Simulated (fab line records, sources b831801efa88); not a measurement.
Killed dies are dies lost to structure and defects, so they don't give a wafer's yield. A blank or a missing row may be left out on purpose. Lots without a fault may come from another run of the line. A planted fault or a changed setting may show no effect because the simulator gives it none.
Chamber matching | flow sky130 | SKY_LI_CONTACT_CMP_24 on cmp-02: 4 sister chambers
The step polishes, stops on PSG, t overpolish 20 s, target thk 0 nm. 8 wafers are shown with their chamber, then 7 later ones without.

WAFERS WITH THEIR CHAMBER
wafer  | chamber | motor_current_A (A) | time_to_endpoint_s (s)
L722.2 | 3       | 9.8                 | 98
L724.3 | 2       | 9.7                 | 104
L724.5 | 0       | 10.4                | 105
L726.1 | 3       | 9.8                 | 97
L726.3 | 0       | 10.2                | 107
L726.5 | 1       | 10.2                | 103
L727.3 | 1       | 10.9                | 102
L727.4 | 2       | 9.8                 | 93

WAFERS WITHOUT THEIR CHAMBER
wafer  | motor_current_A (A) | time_to_endpoint_s (s)
L727.5 | 10.5                | 98
L728.2 | 9.6                 | 96
L728.3 | 10.3                | 99
L728.5 | 10.4                | 99
L731.2 | 10.1                | 101
L731.4 | 8.9                 | 99
L731.5 | 10.8                | 103

WHICH CHAMBER EACH WENT THROUGH
wafer  | from the rows above               | in truth
L727.5 | can't be placed: 1 or 0 or 3 or 2 | 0
L728.2 | can't be placed: 2 or 3           | 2
L728.3 | can't be placed: 1 or 0 or 3 or 2 | 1
L728.5 | can't be placed: 1 or 0 or 3 or 2 | 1
L731.2 | can't be placed: 3 or 0 or 2 or 1 | 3
L731.4 | can't be placed: 2 or 3           | 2
L731.5 | can't be placed: 1 or 0           | 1
Placed correctly: 0 of 7. Can't be placed from these rows: 7 (the true chamber is among the candidates in 7). Placed wrongly: 0.
How it was worked out, from the rows above alone: a wafer's distance from a chamber is the root of the sum, over the readings, of the square of ((its reading less the chamber's mean) divided by the reading's scatter). The wafer belongs to the nearest chamber; if the next one is less than 2 further off, it can't be placed. A chamber's mean is the mean of its shown wafers. The scatter: the root of (the sum of the squares of (reading less its chamber's mean) over the shown wafers, divided by (wafers less chambers)).
